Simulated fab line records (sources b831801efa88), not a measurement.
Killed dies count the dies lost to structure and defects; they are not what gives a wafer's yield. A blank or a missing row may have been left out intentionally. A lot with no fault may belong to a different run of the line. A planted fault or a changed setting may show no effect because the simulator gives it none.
fab line records	flow gf180mcu
record lots=6	wafers=18	lastDay=34
route steps=602 shown M2@380 V2@382 PASSIVATION@602
lots that met no fault: taken from a fault-free run of the same line
startH: hours from the record's opening day to when the first of the lot's shown wafers began	waitH: hours from the lot's prior step to this one	" as in the row above	L1.1+2: a single row standing in for several wafers	- no value present, or no start provided	* or withheld: withheld	< > ~ a bound
route shown NAME@n: names a module that has steps shown in the file, with the first one's number in the route	usual: mean/standard deviation of fault-free wafers	same: alike in all rows	chamber/n: place in a boat	sites: the reading at each site	_std_site: the values' standard deviation	_edge_site: mean of outer sites minus mean of inner sites	radiusMm: how far each site lies from the wafer's centre	mask NAME#n: copy n	behind: the tool/chamber that last shaped the wafer	hold: cause of the lot's hold/its duration in hours/its outcome	device: transistor that didn't switch, given as n, p or np	end of line: tests run on the same wafers once the route is complete	a step with no rows: only its recipe	killed: count of dies lost to structure and defects at first sort (not the wafer's yield)	map: shows each die of a wafer: x if killed, . if not, _ if none is there
set.NAME: the setting the step ran with; set.NAME@STEP: the setting that earlier step ran with	model.NAME: the simulator's own value behind a step, which no gauge read
certain route steps with their lots: each step a table, each wafer a row
services: when a tool's chamber went out of use (startH, in hours from the record's first day, below 0 if earlier), for how many hours, and the reason
## steps
# step GF_M2_STRIP_18
# recipe chemistry=postEtchResidueRemover	timeS=1200	tempC=72.5
# step GF_M2_CLEAN_19
# recipe chemistry=DIW	dry=n2Spin
# step GF_V2_CVD_00
# recipe material=SiO2	targetThkNm=600	sigmaOpenFrac=0.3	tempC=400	timeS=100	sih4FlowSccm=60	pressureMtorr=6
# step GF_V2_THK_MEAS_01
# recipe reads=SiO2_of_V2_CVD_00
# usual V2_CVD_00_THK=602/7.7
lot.wafer	tool	chamber	startH	waitH	V2_CVD_00_THK[nm]
L260.1	filmMetro-01	-	446.48	0.0	600
L260.2	"	-	"	"	603
L260.3	"	-	"	"	596
L270.1	filmMetro-03	-	532.57	0.0	610
L270.2	"	-	"	"	599
L270.5	"	-	"	"	611
L271.1	filmMetro-03	-	533.24	0.0	602
L271.5	"	-	"	"	598
L271.6	"	-	"	"	604
L273.2	filmMetro-03	-	562.28	0.0	613
L273.4	"	-	"	"	617
L273.5	"	-	"	"	604
L280.1	filmMetro-01	-	619.10	0.0	603
L280.3	"	-	"	"	598
L280.6	"	-	"	"	597
L282.3	filmMetro-03	-	638.73	0.1	604
L282.5	"	-	"	"	594
L282.6	"	-	"	"	601
# step GF_V2_CVD_02
# recipe material=SiO2	targetThkNm=850	precursor=TEOS	tempC=400	timeS=94.851	rfW=600
# usual heaterPowerW=644/110	susceptorTempC=400.02/0.22
lot.wafer	tool	chamber	startH	waitH	heaterPowerW	susceptorTempC
L260.1	pecvd-02	0	446.54	0.1	865	400.00
L260.2	"	1	"	"	523	399.99
L260.3	"	2	"	"	693	399.72
L270.1	pecvd-03	1	532.63	0.1	738	400.05
L270.2	"	2	"	"	550	399.90
L270.5	"	2	"	"	590	399.82
L271.1	pecvd-04	0	533.30	0.1	559	400.30
L271.5	"	0	"	"	594	400.07
L271.6	"	1	"	"	667	400.13
L273.2	pecvd-04	0	562.33	0.0	515	399.73
L273.4	"	2	"	"	672	400.29
L273.5	"	1	"	"	680	399.60
L280.1	pecvd-04	2	619.16	0.1	696	399.84
L280.3	"	1	"	"	690	399.83
L280.6	"	0	"	"	665	399.78
L282.3	pecvd-03	0	638.77	0.0	679	399.84
L282.5	"	1	"	"	824	399.97
L282.6	"	2	"	"	478	400.03
# step GF_V2_THK_MEAS_03
# recipe reads=SiO2_of_V2_CVD_02
# usual V2_CVD_02_THK=849/10
lot.wafer	tool	chamber	startH	waitH	V2_CVD_02_THK[nm]
L260.1	filmMetro-03	-	446.61	0.0	846
L260.2	"	-	"	"	837
L260.3	"	-	"	"	832
L270.1	filmMetro-03	-	532.70	0.0	846
L270.2	"	-	"	"	849
L270.5	"	-	"	"	860
L271.1	filmMetro-01	-	533.37	0.0	846
L271.5	"	-	"	"	860
L271.6	"	-	"	"	859
L273.2	filmMetro-02	-	562.41	0.0	853
L273.4	"	-	"	"	860
L273.5	"	-	"	"	869
L280.1	filmMetro-03	-	619.23	0.0	836
L280.3	"	-	"	"	830
L280.6	"	-	"	"	853
L282.3	filmMetro-02	-	638.86	0.1	846
L282.5	"	-	"	"	849
L282.6	"	-	"	"	858
# step GF_V2_CMP_04
# recipe material=SiO2	downForcePsi=4	platenRpm=60	padVelocityMS=0.94248
# usual motorCurrentA=11.4/0.88	retainingRingPressureFrac=0.999/0.005	timeToEndpointS=77/5.4
lot.wafer	tool	chamber	startH	waitH	motorCurrentA	retainingRingPressureFrac	timeToEndpointS
L260.2	cmp-02	0	446.72	0.1	11.9	1.002	72
L260.3	"	1	"	"	12.0	1.006	71
L260.1	"	2	"	"	10.9	0.991	76
L270.2	cmp-01	2	532.81	0.1	10.9	1.003	79
L270.1	"	3	"	"	10.2	0.995	78
L270.5	"	2	"	"	10.7	1.003	82
L271.1	cmp-01	3	533.43	0.1	10.2	1.001	77
L271.6	"	3	"	"	10.1	1.009	82
L271.5	"	0	"	"	12.0	0.999	76
L273.4	cmp-01	2	562.46	0.0	10.6	0.998	80
L273.2	"	0	"	"	12.8	0.992	70
L273.5	"	2	"	"	10.5	0.999	81
L280.1	cmp-01	1	619.39	0.1	11.6	1.001	74
L280.3	"	2	"	"	10.8	0.999	70
L280.6	"	3	"	"	10.4	1.006	81
L282.3	cmp-02	0	639.00	0.1	11.9	0.994	71
L282.6	"	2	"	"	11.0	1.006	73
L282.5	"	3	"	"	12.3	1.001	75
# step GF_V2_BOW_MEAS_05
# recipe mode=bow
# usual V2_BOW=100/8.2
lot.wafer	tool	chamber	startH	waitH	V2_BOW[um]
L260.1	filmMetro-03	-	446.97	0.1	101
L260.2	"	-	"	"	115
L260.3	"	-	"	"	105
L270.1	filmMetro-03	-	533.07	0.2	95
L270.2	"	-	"	"	82
L270.5	"	-	"	"	95
L271.1	filmMetro-01	-	533.73	0.2	110
L271.5	"	-	"	"	108
L271.6	"	-	"	"	117
L273.2	filmMetro-01	-	562.78	0.2	109
L273.4	"	-	"	"	99
L273.5	"	-	"	"	89
L280.1	filmMetro-03	-	619.59	0.1	107
L280.3	"	-	"	"	99
L280.6	"	-	"	"	94
L282.3	filmMetro-02	-	639.24	0.2	104
L282.5	"	-	"	"	101
L282.6	"	-	"	"	108
# step GF_V2_DEHYDRATE_06
# recipe tempC=200	timeS=60
# step GF_V2_HMDS_07
# recipe primeTimeS=60	primeTempC=120
# step GF_V2_COAT_08
# recipe resist=BARC	tempC=withheld	timeS=withheld	spinRpm=withheld	resistThkNm=withheld
# step GF_V2_COAT_09
# recipe resist=KrF	spinRpm=withheld	resistThkNm=1000
# step GF_V2_SOFTBAKE_10
# recipe tempC=130	timeS=60	resist=KrF
# usual heaterPowerTotalW=93.05/0.058	plateTempC=130.00/0.13
lot.wafer	tool	chamber	startH	waitH	heaterPowerTotalW	plateTempC	model.KrF_of_V2_COAT_09.thkNm
L260.1	lithoTrack-04	0	458	-	93.02	130.03	1002
L260.2	"	0	"	"	93.05	129.87	1006
L260.3	"	0	"	"	93.12	129.91	1005
L270.1	lithoTrack-02	0	544	-	93.05	130.01	1002
L270.2	"	0	"	"	93.01	129.73	1002
L270.5	"	0	"	"	93.09	130.10	1002
L271.1	lithoTrack-02	0	545	-	102.65	140.23	986.6
L271.5	"	0	"	"	102.65	140.19	983.8
L271.6	"	0	"	"	102.67	140.04	985.2
L273.2	lithoTrack-02	0	573	-	102.58	140.10	991.2
L273.4	"	0	574	-	102.64	140.31	987.8
L273.5	"	0	"	"	102.72	140.37	986.2
L280.1	lithoTrack-01	0	630	-	93.00	130.21	1001
L280.3	"	0	"	"	93.05	130.15	1002
L280.6	"	0	"	"	93.09	130.08	1004
L282.3	lithoTrack-01	0	649	-	92.94	130.19	1005
L282.5	"	0	"	"	93.14	130.28	1003
L282.6	"	0	"	"	93.09	129.94	1002
# step GF_V2_EXPOSE_11
# recipe maskId=Via2	targetCdNm=260	na=0.68	sourceShape=conventional	sigmaOuter=0.6	doseMj=38
# step GF_V2_PEB_12
# recipe pebTempC=135	pebTimeS=90	resist=KrF
# step GF_V2_DEVELOP_13
# recipe developTimeS=60	resist=KrF	devTempC=21
lot.wafer	tool	chamber	startH	waitH	model.KrF_of_V2_COAT_09.thkNm
L260.1	lithoTrack-01	0	470.03	0.2	987.4
L260.2	"	0	"	"	990.7
L260.3	"	0	"	"	990.3
L270.1	lithoTrack-01	0	555.18	0.2	987.4
L270.2	"	0	"	"	987.2
L270.5	"	0	"	"	987.3
L271.1	lithoTrack-01	0	556.13	0.2	971.8
L271.5	"	0	"	"	969
L271.6	"	0	"	"	970.4
L273.2	lithoTrack-04	0	584.57	0.2	976.4
L273.4	"	0	"	"	973
L273.5	"	0	"	"	971.4
L280.1	lithoTrack-02	0	640.30	0.2	985.9
L280.3	"	0	"	"	987.6
L280.6	"	0	"	"	989.4
L282.3	lithoTrack-01	0	658.48	0.1	989.8
L282.5	"	0	"	"	988.1
L282.6	"	0	"	"	987.4
# step GF_V2_CD_MEAS_14
# recipe targetCdNm=260
# usual cdNm=259.4/1.3
lot.wafer	tool	chamber	startH	waitH	cdNm
L260.1	cdSem-01	-	470.18	0.1	258.8
L260.2	"	-	"	"	259.1
L260.3	"	-	"	"	258.5
L270.1	cdSem-02	-	555.33	0.1	256.3
L270.2	"	-	"	"	257.2
L270.5	"	-	"	"	256.8
L271.1	cdSem-01	-	556.28	0.1	295.0
L271.5	"	-	"	"	293.5
L271.6	"	-	"	"	294.6
L273.2	cdSem-01	-	584.71	0.1	286.4
L273.4	"	-	"	"	286.0
L273.5	"	-	"	"	287.2
L280.1	cdSem-01	-	640.45	0.1	260.4
L280.3	"	-	"	"	259.0
L280.6	"	-	"	"	260.7
L282.3	cdSem-02	-	658.62	0.1	259.2
L282.5	"	-	"	"	258.1
L282.6	"	-	"	"	259.3
# step GF_V2_OVL_MEAS_15
# usual V2_OVL=4/5.2
lot.wafer	tool	chamber	startH	waitH	V2_OVL[nm]
L260.1	overlay-01	-	470.30	0.1	8
L260.2	"	-	"	"	9
L260.3	"	-	"	"	9
L270.1	overlay-02	-	555.45	0.1	6
L270.2	"	-	"	"	8
L270.5	"	-	"	"	7
L271.1	overlay-02	-	556.40	0.1	-3
L271.5	"	-	"	"	2
L271.6	"	-	"	"	-3
L273.2	overlay-01	-	584.82	0.1	0
L273.4	"	-	"	"	-6
L273.5	"	-	"	"	-3
L280.1	overlay-01	-	640.57	0.1	-2
L280.3	"	-	"	"	-2
L280.6	"	-	"	"	-5
L282.3	overlay-01	-	658.71	0.1	2
L282.5	"	-	"	"	2
L282.6	"	-	"	"	-1
# step GF_V2_ETCH_16
# recipe chemistry=N2/H2	targetDepthA=withheld	overetchA=withheld	timeS=withheld	target=BARC	ionEnergyEv=200	sourceW=500	biasW=100	pressureMtorr=30	n2FlowSccm=100	h2FlowSccm=200
# usual biasW=99.98/0.3	drypumpMotorCurrentA=5.7/0.59	oesProductAu=0.854/0.0048	throttleValvePct=13.225/0.0096
lot.wafer	tool	chamber	startH	waitH	biasW	drypumpMotorCurrentA	oesProductAu	throttleValvePct	model.V2.cdNm
L260.1	rieDiel-01	1	470.34	0.0	100.12	6.5	0.859	13.229	259.2
L260.2	"	3	"	"	100.26	5.0	0.861	13.217	259.6
L260.3	"	2	"	"	100.03	5.6	0.850	13.229	258.6
L270.1	rieDiel-04	3	555.49	0.0	100.11	6.1	0.846	13.237	256.9
L270.2	"	0	"	"	99.12	6.0	0.857	13.225	256.8
L270.5	"	2	"	"	100.35	6.0	0.854	13.218	257
L271.1	rieDiel-03	3	556.44	0.0	100.17	5.2	0.856	13.208	293.9
L271.5	"	2	"	"	100.24	5.3	0.859	13.211	292.8
L271.6	"	1	"	"	99.82	6.7	0.859	13.219	293.9
L273.2	rieDiel-01	3	584.85	0.0	99.57	4.9	0.851	13.242	287
L273.4	"	1	"	"	99.99	6.5	0.851	13.229	286.1
L273.5	"	2	"	"	100.06	5.5	0.852	13.225	287.9
L280.1	rieDiel-03	3	640.61	0.0	100.21	5.2	0.850	13.220	259
L280.3	"	0	"	"	100.60	4.8	0.857	13.223	259
L280.6	"	3	"	"	100.28	5.2	0.856	13.226	259.7
L282.3	rieDiel-03	3	658.74	0.0	100.04	5.2	0.855	13.234	258.8
L282.5	"	0	"	"	100.08	4.8	0.854	13.230	258.9
L282.6	"	1	"	"	99.59	6.7	0.867	13.235	259.7
# step GF_V2_ETCH_17
# recipe chemistry=C4F8/O2/Ar	maskMaterial=KrF	target=SiO2	stopOn=TiN	sourceW=1500	biasW=1200	pressureMtorr=40	c4f8FlowSccm=withheld	O2_flow_sccm=6	Ar_flow_sccm=300	timeS=withheld	targetDepthA=6300
# usual biasW=1201/3.7	oesProductAu=0.856/0.0042
lot.wafer	tool	chamber	startH	waitH	biasW	oesProductAu	model.V2.cdNm
L260.1	rieDiel-01	1	-	-	1201	0.848	259.1
L260.2	"	3	"	"	1199	0.855	259.2
L260.3	"	2	"	"	1195	0.857	258.3
L270.1	rieDiel-04	3	-	-	1193	0.853	257.9
L270.2	"	0	"	"	1201	0.857	257
L270.5	"	2	"	"	1202	0.850	256
L271.1	rieDiel-03	3	-	-	1205	0.860	292.4
L271.5	"	2	"	"	1206	0.862	291.8
L271.6	"	1	"	"	1203	0.859	293.1
L273.2	rieDiel-01	3	-	-	1204	0.859	286.7
L273.4	"	1	"	"	1202	0.853	285.4
L273.5	"	2	"	"	1200	0.862	287.7
L280.1	rieDiel-03	3	-	-	1199	0.857	258.7
L280.3	"	0	"	"	1198	0.860	258.5
L280.6	"	3	"	"	1207	0.867	259.2
L282.3	rieDiel-03	3	-	-	1200	0.850	258.6
L282.5	"	0	"	"	1194	0.850	258.8
L282.6	"	1	"	"	1195	0.858	259.8
# step GF_V2_STRIP_18
# recipe chemistry=O2/N2	powerW=1400	pressureMtorr=1500	platenTempC=250	o2FlowSccm=3000	n2FlowSccm=300	overashFraction=0.5
# usual drypumpMotorCurrentA=5.8/0.4	heaterPowerW=306/14	o2FlowSccm=3000/9.6	oesProductAu=0.592/0.0047
lot.wafer	tool	chamber	startH	waitH	drypumpMotorCurrentA	heaterPowerW	o2FlowSccm	oesProductAu	rfHoursCounterH
L260.1	plasmaAsher-01	0	470.47	-	6.0	306	3002	0.592	4
L260.2	"	1	"	"	5.5	285	3018	0.598	4
L260.3	"	0	"	"	6.0	308	2996	0.591	-
L270.1	plasmaAsher-02	1	555.62	-	5.8	325	3016	0.597	97
L270.2	"	0	"	"	5.2	316	2993	0.591	97
L270.5	"	1	"	"	5.7	325	3005	0.596	-
L271.1	plasmaAsher-03	1	556.57	-	6.6	310	2982	0.585	74
L271.5	"	0	"	"	5.9	315	2999	0.585	-
L271.6	"	1	"	"	6.6	304	2987	0.586	-
L273.2	plasmaAsher-01	0	584.98	-	6.0	300	2997	0.597	17
L273.4	"	1	"	"	5.5	280	3007	0.588	-
L273.5	"	1	"	"	5.5	291	2995	0.588	-
L280.1	plasmaAsher-01	1	640.74	-	5.5	295	3004	0.587	24
L280.3	"	1	"	"	5.5	287	2978	0.596	-
L280.6	"	1	"	"	5.5	290	3000	0.591	-
L282.3	plasmaAsher-03	0	658.90	-	5.9	315	3007	0.590	-
L282.5	"	1	"	"	6.6	307	3000	0.590	-
L282.6	"	0	"	"	5.9	309	3004	0.590	-
# step GF_PASSIVATION_PROBE_99
lot.wafer	tool	chamber	startH	waitH	model.etest.via2Chain.rcOhm
L260.1	prober-02	-	676.74	0.1	6.378
L260.2	prober-02	-	676.79	0.1	6.343
L260.3	prober-02	-	676.84	0.2	6.372
L270.1	prober-02	-	745.35	0.1	6.382
L270.2	prober-02	-	745.40	0.1	6.712
L270.5	prober-02	-	745.55	0.2	6.41
L271.1	prober-01	-	748.29	0.1	5.059
L271.5	prober-01	-	748.49	0.2	5.23
L271.6	prober-01	-	748.54	0.2	4.801
L273.2	prober-01	-	770.15	0.1	5.419
L273.4	prober-01	-	770.25	0.2	5.181
L273.5	prober-01	-	770.30	0.2	5.426
L280.1	prober-01	-	812.09	0.1	6.343
L280.3	prober-01	-	812.19	0.2	6.615
L280.6	prober-01	-	812.34	0.2	6.131
L282.3	prober-02	-	825.23	0.2	6.393
L282.5	prober-02	-	825.33	0.2	6.378
L282.6	prober-02	-	825.38	0.2	6.577
# killed by level:class
L260.1 STI:geometricParticle:open=8 V1:geometricParticle:open=5 V2:geometricParticle:open=5 V3:geometricParticle:open=4 V5:geometricParticle:open=4 STI:geometricParticle:short=3 V3:geometricParticle:short=3 V1:geometricParticle:short=2
L260.2 V2:geometricParticle:open=9 V5:geometricParticle:open=5 CONTACT:geometricParticle:open=4 V3:geometricParticle:open=4 M1:geometricParticle:short=3 V1:geometricParticle:open=3 V2:geometricParticle:short=3 V4:geometricParticle:short=3
L260.3 V3:geometricParticle:short=5 V3:geometricParticle:open=5 V4:geometricParticle:short=4 STI:geometricParticle:short=3 V5:geometricParticle:short=3 V4:geometricParticle:open=3 V5:geometricParticle:open=3 POLY_GATE:geometricParticle:open=2
L270.1 M1:geometricParticle:short=7 V5:geometricParticle:short=5 V3:geometricParticle:short=4 V4:geometricParticle:open=4 CONTACT:geometricParticle:open=2 V1:geometricParticle:short=2 V1:geometricParticle:open=2 V3:geometricParticle:open=2
L270.2 V5:geometricParticle:open=4 CONTACT:geometricParticle:short=3 V1:geometricParticle:open=3 V2:geometricParticle:open=3 M3:geometricParticle:short=3 V3:geometricParticle:open=3 STI:geometricParticle:open=2 STI:geometricParticle:short=2
L270.5 V3:geometricParticle:open=4 V5:geometricParticle:short=4 M1:geometricParticle:short=3 V2:geometricParticle:short=3 V2:geometricParticle:open=3 M3:geometricParticle:short=3 V4:geometricParticle:open=3 STI:geometricParticle:short=2
L280.1 V3:geometricParticle:open=6 STI:geometricParticle:short=5 V2:geometricParticle:open=4 POLY_GATE:geometricParticle:open=3 V1:geometricParticle:short=3 V5:geometricParticle:open=3 SALICIDE:geometricParticle:open=2 V1:geometricParticle:open=2
L280.3 V2:geometricParticle:open=6 V4:geometricParticle:open=5 CONTACT:geometricParticle:open=3 V1:geometricParticle:open=3 V3:geometricParticle:open=3 V2:geometricParticle:short=2 V5:geometricParticle:open=2 V5:geometricParticle:short=2
L280.6 V1:geometricParticle:open=6 CONTACT:geometricParticle:open=4 POLY_GATE:geometricParticle:open=3 V5:geometricParticle:open=3 V2:geometricParticle:short=3 V2:geometricParticle:open=3 V5:geometricParticle:short=3 V3:geometricParticle:open=2
L282.3 V4:geometricParticle:open=8 CONTACT:geometricParticle:open=5 V2:geometricParticle:open=4 V5:geometricParticle:short=4 V5:geometricParticle:open=4 V3:geometricParticle:short=3 V3:geometricParticle:open=3 STI:geometricParticle:short=2
L282.5 CONTACT:geometricParticle:open=7 V4:geometricParticle:open=5 STI:geometricParticle:open=4 V1:geometricParticle:short=4 V5:geometricParticle:short=4 M2:geometricParticle:short=3 M4:geometricParticle:short=3 V3:geometricParticle:open=3
L282.6 V1:geometricParticle:open=7 M4:geometricParticle:short=5 STI:geometricParticle:open=4 CONTACT:geometricParticle:open=4 M1:geometricParticle:short=3 V4:geometricParticle:short=3 V4:geometricParticle:open=3 V5:geometricParticle:short=3
## services
tool	chamber	startH	hours	kind
plasmaAsher-01	-	424.41	2.3	repair
cmp-01	-	435.26	2.1	repair
pecvd-03	-	435.40	2.8	pm
rieDiel-01	0	454.34	51.7	repair
cmp-01	-	466.13	4.2	pm
rieDiel-01	1	471.25	6.5	repair
rieDiel-04	0	475.95	10.2	repair
cmp-01	-	481.55	3.5	pm
pecvd-04	-	496.98	0.6	repair
cmp-01	-	497.84	1.7	repair
rieDiel-03	-	509.33	14.6	pm
plasmaAsher-03	-	515.06	2.8	pm
rieDiel-01	1	524.34	11.8	repair
rieDiel-04	-	530.59	2.8	pm
cmp-02	-	532.18	1.6	repair
pecvd-04	-	544.89	0.3	repair
rieDiel-01	0	548.48	6.1	repair
rieDiel-01	-	550.21	14.6	pm
cmp-01	-	550.66	3.8	repair
pecvd-04	-	591.12	14.0	pm
rieDiel-03	3	613.62	12.3	repair
cmp-01	-	624.35	0.9	repair
rieDiel-01	-	628.29	4.3	pm
pecvd-04	0	639.68	5.0	repair
## key
firstSign step=GF_V2_SOFTBAKE_10	reading=heaterPowerTotalW	direction=up	sigmas=99+	usual=93.05	struck=102.65
effect step=GF_V2_SOFTBAKE_10	reading=plateTempC	direction=up	sigmas=77	usual=*	struck=*
effect step=GF_V2_CD_MEAS_14	reading=cdNm	direction=up	sigmas=23	usual=259.4	struck=290.5	through=controlLoop
modelEffect step=GF_V2_SOFTBAKE_10	value=KrF_of_V2_COAT_09.thkNm	without=998.6	struck=986.8
modelEffect step=GF_V2_DEVELOP_13	value=KrF_of_V2_COAT_09.thkNm	without=983.7	struck=972
modelEffect step=GF_V2_ETCH_16	value=V2.cdNm	without=258	struck=290.3
modelEffect step=GF_V2_ETCH_17	value=V2.cdNm	without=257.2	struck=289.5
modelEffect step=GF_PASSIVATION_PROBE_99	value=etest.via2Chain.rcOhm	without=6.472	struck=5.186
metAt GF_V2_SOFTBAKE_10
struckWafers L271.1,L271.5,L271.6,L273.2,L273.4,L273.5
sortLeftOut L271.1,L271.5,L271.6,L273.2,L273.4,L273.5
loopTrim step=GF_V2_EXPOSE_11	setting=dose	lots=L273
onsetBetween 544 545
fault kind=processParameterDrift	tool=lithoTrack-02	chamber=-	onsetH=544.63	steps=GF_V2_SOFTBAKE_10	channel=tempC	offset=*	shape=step	endH=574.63	actsIn=*	stated=*
# sortLeftOut: the simulated sort isn't trusted on such a fault, so these wafers' sort isn't shown, and their yield isn't known
# loopTrim: a control loop set the setting to another value than it would have without faults
